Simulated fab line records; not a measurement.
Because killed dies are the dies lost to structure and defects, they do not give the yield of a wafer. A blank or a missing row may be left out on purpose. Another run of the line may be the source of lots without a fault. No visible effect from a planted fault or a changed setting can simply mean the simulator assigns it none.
Matching of chambers ; flow gf180mcu ; 4 sister chambers for GF_CONTACT_CMP_27 on cmp-02
The step polishes, stops on SiO2, t overpolish 15 s, target thk 0 nm. 14 wafers are shown with their chamber, then 6 later ones without.

== WAFERS WITH THEIR CHAMBER ==
wafer;chamber;motorCurrentA (A);timeToEndpointS (s)
L607.2;3;9.8;67
L607.4;0;11.0;72
L607.5;1;12.7;72
L608.1;1;12.1;70
L608.3;2;13.6;78
L608.5;2;13.3;76
L609.3;2;13.4;78
L609.5;0;11.2;73
L609.6;3;10.1;71
L612.1;2;13.8;77
L612.3;0;11.6;76
L612.5;3;9.3;71
L614.1;3;10.0;67
L614.2;1;12.7;75

SIGNATURES (means of the wafers above)
reading;chamber 0;chamber 1;chamber 2;chamber 3;scatter within a chamber
motorCurrentA;11.267;12.500;13.525;9.800;0.309
timeToEndpointS;73.67;72.33;77.25;69.00;2
Rule: a wafer's distance from a chamber is the root of the sum, over the readings, of the square of ((its reading less the chamber's mean) divided by the reading's scatter). The wafer belongs to the nearest chamber; if the next one is less than 2 further off, it can't be placed. The scatter: take each reading less its chamber's mean, square it, sum over the shown wafers, divide by the number of wafers less the number of chambers, and take the root.

== WAFERS WITHOUT THEIR CHAMBER ==
wafer;motorCurrentA (A);timeToEndpointS (s)
L614.5;9.8;69
L615.1;11.2;75
L615.4;13.4;78
L615.6;12.3;74
L620.2;12.8;76
L620.3;11.4;72

== THE CHAMBER EACH PASSED THROUGH ==
wafer;from the rows above;in truth
L614.5;3;3
L615.1;0;0
L615.4;2;2
L615.6;1;1
L620.2;can't be placed: 1 or 2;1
L620.3;0;0
Placed correctly: 5 of 6. Cannot be placed on the basis of these rows: 1; the candidates contain the true chamber in 1. Number placed wrongly: 0.
